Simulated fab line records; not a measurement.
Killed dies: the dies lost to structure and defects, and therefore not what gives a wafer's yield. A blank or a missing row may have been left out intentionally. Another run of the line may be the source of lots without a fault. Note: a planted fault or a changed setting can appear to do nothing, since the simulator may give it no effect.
Tool commonality check || flow gf180mcu || Lots sampled 14, wafers sampled 42

REASON FOR OPENING
GF_VT_IMPLANT_RS_MEAS_49, reading MVPSD_RS: flagged on 2 of 14 lots. Wafers without a fault read 1169 ohm/sq, standard deviation 3.2.
Rule: flag the lot when none of its wafers has a number, or when each of its wafers that has one lies beyond 4 standard deviations from that mean. The rest of the lots are taken to be sound.

{"lot": "L444", "measured": "day 7 17:28", "on": "film metro-01", "MVPSD_RS (ohm/sq), wafer by wafer": "1166 1168 1169", "flag": ""}
{"lot": "L445", "measured": "day 8 02:04", "on": "film metro-01", "MVPSD_RS (ohm/sq), wafer by wafer": "1163 1166 1166", "flag": ""}
{"lot": "L446", "measured": "day 8 10:51", "on": "film metro-03", "MVPSD_RS (ohm/sq), wafer by wafer": "1168 1166 1166", "flag": ""}
{"lot": "L447", "measured": "day 8 14:04", "on": "film metro-01", "MVPSD_RS (ohm/sq), wafer by wafer": "1171 1169 1168", "flag": ""}
{"lot": "L448", "measured": "day 8 18:16", "on": "film metro-03", "MVPSD_RS (ohm/sq), wafer by wafer": "1161 1167 1168", "flag": ""}
{"lot": "L449", "measured": "day 8 18:52", "on": "film metro-03", "MVPSD_RS (ohm/sq), wafer by wafer": "1170 1169 1172", "flag": ""}
{"lot": "L450", "measured": "day 9 07:44", "on": "film metro-04", "MVPSD_RS (ohm/sq), wafer by wafer": "1164 1165 1163", "flag": ""}
{"lot": "L457", "measured": "day 11 05:59", "on": "film metro-03", "MVPSD_RS (ohm/sq), wafer by wafer": "1188 1192 1187", "flag": "FLAGGED"}
{"lot": "L459", "measured": "day 11 16:50", "on": "film metro-03", "MVPSD_RS (ohm/sq), wafer by wafer": "1188 1189 1189", "flag": "FLAGGED"}
{"lot": "L461", "measured": "day 12 07:49", "on": "film metro-04", "MVPSD_RS (ohm/sq), wafer by wafer": "1164 1165 1162", "flag": ""}
{"lot": "L462", "measured": "day 12 16:30", "on": "film metro-01", "MVPSD_RS (ohm/sq), wafer by wafer": "1170 1173 1171", "flag": ""}
{"lot": "L464", "measured": "day 13 03:28", "on": "film metro-01", "MVPSD_RS (ohm/sq), wafer by wafer": "1168 1172 1170", "flag": ""}
{"lot": "L466", "measured": "day 13 17:50", "on": "film metro-03", "MVPSD_RS (ohm/sq), wafer by wafer": "1170 1171 1170", "flag": ""}
{"lot": "L467", "measured": "day 14 02:54", "on": "film metro-03", "MVPSD_RS (ohm/sq), wafer by wafer": "1168 1166 1166", "flag": ""}
On average the flagged lots' numbers are 1189 ohm/sq, which is +20 ohm/sq against the usual, or +6 standard deviations.

WHICH TOOL EACH LOT WENT THROUGH
The record keeps 1 process step preceding the reading, out of 602 steps on the route. Read each cell as the tool, then ch plus the chambers that the sampled wafers visited, then the start.
{"lot": "L444", "flag": "", "GF_MVPSD_IMPLANT_08": "implanter-02 ch 0, day 5 03:55"}
{"lot": "L445", "flag": "", "GF_MVPSD_IMPLANT_08": "implanter-02 ch 0, day 5 12:03"}
{"lot": "L446", "flag": "", "GF_MVPSD_IMPLANT_08": "implanter-01 ch 0, day 5 19:03"}
{"lot": "L447", "flag": "", "GF_MVPSD_IMPLANT_08": "implanter-02 ch 0, day 5 22:37"}
{"lot": "L448", "flag": "", "GF_MVPSD_IMPLANT_08": "implanter-01 ch 0, day 6 01:01"}
{"lot": "L449", "flag": "", "GF_MVPSD_IMPLANT_08": "implanter-01 ch 0, day 6 02:46"}
{"lot": "L450", "flag": "", "GF_MVPSD_IMPLANT_08": "implanter-01 ch 0, day 6 13:25"}
{"lot": "L457", "flag": "FLAGGED", "GF_MVPSD_IMPLANT_08": "implanter-01 ch 0, day 8 06:55"}
{"lot": "L459", "flag": "FLAGGED", "GF_MVPSD_IMPLANT_08": "implanter-01 ch 0, day 8 17:05"}
{"lot": "L461", "flag": "", "GF_MVPSD_IMPLANT_08": "implanter-03 ch 0, day 9 06:32"}
{"lot": "L462", "flag": "", "GF_MVPSD_IMPLANT_08": "implanter-03 ch 0, day 9 13:38"}
{"lot": "L464", "flag": "", "GF_MVPSD_IMPLANT_08": "implanter-02 ch 0, day 9 23:38"}
{"lot": "L466", "flag": "", "GF_MVPSD_IMPLANT_08": "implanter-03 ch 0, day 10 12:43"}
{"lot": "L467", "flag": "", "GF_MVPSD_IMPLANT_08": "implanter-02 ch 0, day 10 19:05"}
What these steps do:
- GF_MVPSD_IMPLANT_08
- GF_VT_IMPLANT_RS_MEAS_49: measures by four-point-probe.

FLAGGED OVER TOTAL, TOOL BY TOOL (the gauges that took the reading come last)
{"step": "GF_MVPSD_IMPLANT_08", "tool": "implanter-01", "lots run": 6, "flagged": 2, "share of the flagged lots": "all", "sound lots run after its first flagged lot": 0}
{"step": "GF_MVPSD_IMPLANT_08", "tool": "implanter-02", "lots run": 5, "flagged": 0, "share of the flagged lots": "none", "sound lots run after its first flagged lot": "-"}
{"step": "GF_MVPSD_IMPLANT_08", "tool": "implanter-03", "lots run": 3, "flagged": 0, "share of the flagged lots": "none", "sound lots run after its first flagged lot": "-"}
{"step": "GF_VT_IMPLANT_RS_MEAS_49", "tool": "film metro-01", "lots run": 5, "flagged": 0, "share of the flagged lots": "none", "sound lots run after its first flagged lot": "-"}
{"step": "GF_VT_IMPLANT_RS_MEAS_49", "tool": "film metro-03", "lots run": 7, "flagged": 2, "share of the flagged lots": "all", "sound lots run after its first flagged lot": "2 (L466,L467)"}
{"step": "GF_VT_IMPLANT_RS_MEAS_49", "tool": "film metro-04", "lots run": 2, "flagged": 0, "share of the flagged lots": "none", "sound lots run after its first flagged lot": "-"}

THE TABLE: WHAT IT ALLOWS
2 rows of the table ran every flagged lot: implanter-01 at GF_MVPSD_IMPLANT_08, film metro-03 at GF_VT_IMPLANT_RS_MEAS_49.
- implanter-01 at GF_MVPSD_IMPLANT_08: 2 of its 6 lots flagged. Its last sound lot is L450 (day 6 13:25), its first flagged lot L457 (day 8 06:55): a fault that began between those two fits. Its own readings lie more than 4 standard deviations out on every wafer of the flagged lots: dose ions cm2.
- film metro-03 at GF_VT_IMPLANT_RS_MEAS_49: 2 of its 7 lots flagged. Lots that were sound ran on it after the first flagged one (L466, L467); a persistent fault on the entire tool would not allow that.
Just one tool remains: implanter-01 at GF_MVPSD_IMPLANT_08.

WHAT WAS PUT IN BY THE SIMULATOR
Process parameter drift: implanter-01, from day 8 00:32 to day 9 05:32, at GF_MVPSD_IMPLANT_08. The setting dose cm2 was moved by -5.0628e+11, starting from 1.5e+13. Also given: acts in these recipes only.
Shown lots that were struck: L457, L459. This agrees with what the rule above found.
